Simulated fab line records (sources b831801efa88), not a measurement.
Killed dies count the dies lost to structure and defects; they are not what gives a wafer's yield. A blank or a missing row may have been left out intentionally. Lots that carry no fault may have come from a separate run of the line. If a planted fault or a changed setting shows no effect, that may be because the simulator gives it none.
One fault through the eyes of 2 desks + flow gf180mcu + every desk sees just its own numbers, and what lay behind them comes last

## FOR THE TOOL OWNER'S DESK: litho track-02
The tool's own readings at GF_VT_IMPLANT_DEVELOP_28 (develop time 60 s): means of the sampled wafers that have a number, for each lot that ran on this tool. The brackets show how far a lot's mean lies from the usual mean; more than 4 standard deviations puts the lot out of limits, marked OUT.
Columns: A = developer temp C at GF_VT_IMPLANT_DEVELOP_28, usual 22.98 C
| lot  | first seen here | A     |
|------|-----------------|-------|
| L157 | day 6 20:37     | 23.06 |
| L163 | day 8 09:25     | 22.75 |
| L170 | day 10 10:28    | 23.00 |
| L171 | day 10 17:10    | 22.88 |
| L173 | day 11 06:28    | 23.11 |
Finding of this desk: none of the 5 lots has anything out of limits.

## FROM THE METROLOGY DESK
Lot by lot, what the gauges showed, no matter which tool ran the lot: averages of those sampled wafers that carry a number. The brackets show how far a lot's mean lies from the usual mean; more than 4 standard deviations puts the lot out of limits, marked OUT.
Columns: A = STI_OXIDATION_01_THK at GF_STI_THK_MEAS_22, usual 14.91 nm; B = VT_IMPLANT_02_OVL at GF_VT_IMPLANT_OVL_MEAS_29, usual -0.9 nm; C = VT_IMPLANT_3_TW at GF_VT_IMPLANT_TW_MEAS_32, usual 269.8; D = DUAL_GATE_OVL at GF_DUAL_GATE_OVL_MEAS_11, usual 0.7 nm
| lot  | first seen here | A     | B    | C                      | D    |
|------|-----------------|-------|------|------------------------|------|
| L157 | day 2 03:45     | 15.07 | -0.3 | 265.9                  | 1.3  |
| L158 | day 2 08:55     | 14.88 | 1.7  | 272.0                  | 0.3  |
| L159 | day 2 14:07     | 15.26 | -0.1 | 273.2                  | 0.9  |
| L161 | day 2 23:38     | 14.93 | -1.6 | 269.9                  | 1.9  |
| L162 | day 3 04:56     | 14.21 | -0.5 | 268.8                  | 2.4  |
| L163 | day 3 10:14     | 14.92 | -0.1 | 269.0                  | 0.1  |
| L164 | day 3 15:29     | 14.77 | 0.1  | 266.6                  | -0.7 |
| L166 | day 4 00:56     | 14.95 | -1.8 | 266.3                  | 2.9  |
| L169 | day 4 16:16     | 14.64 | -1.3 | 269.7                  | 1.8  |
| L170 | day 4 23:10     | 14.85 | -2.4 | 267.9                  | 0.7  |
| L171 | day 5 04:34     | 15.08 | -    | 30.2 (-99 or more) OUT | -    |
| L173 | day 5 14:41     | 14.88 | -    | 30.4 (-99 or more) OUT | -    |
| L179 | day 6 20:38     | 14.97 | 0.5  | 271.4                  | -0.2 |
This desk's result: L171, L173 out of limits, first on L171 (VT_IMPLANT_3_TW at GF_VT_IMPLANT_TW_MEAS_32), day 10 17:36. L157, L158, L159, L161, L162, L163, L164, L166, L169, L170, L179: within limits.

## PUT TOGETHER
On L171, L173, the metrology desk was in a position to raise an alarm at day 10 17:36.
The tool owner's desk saw nothing out of limits.
On record at the tool owner's desk: L171, L173, within its limits.
GF_VT_IMPLANT_DEVELOP_28 was run on litho track-02 by each of the lots named.

## WHAT THE SIMULATOR PUT IN
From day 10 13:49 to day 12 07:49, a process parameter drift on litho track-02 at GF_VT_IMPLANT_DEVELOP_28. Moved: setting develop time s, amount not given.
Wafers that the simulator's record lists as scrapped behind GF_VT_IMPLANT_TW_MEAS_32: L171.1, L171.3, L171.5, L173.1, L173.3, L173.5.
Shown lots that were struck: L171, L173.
Per desk, hours elapsed from the start of the fault to the first reading out of limits: for the metrology desk, 4.
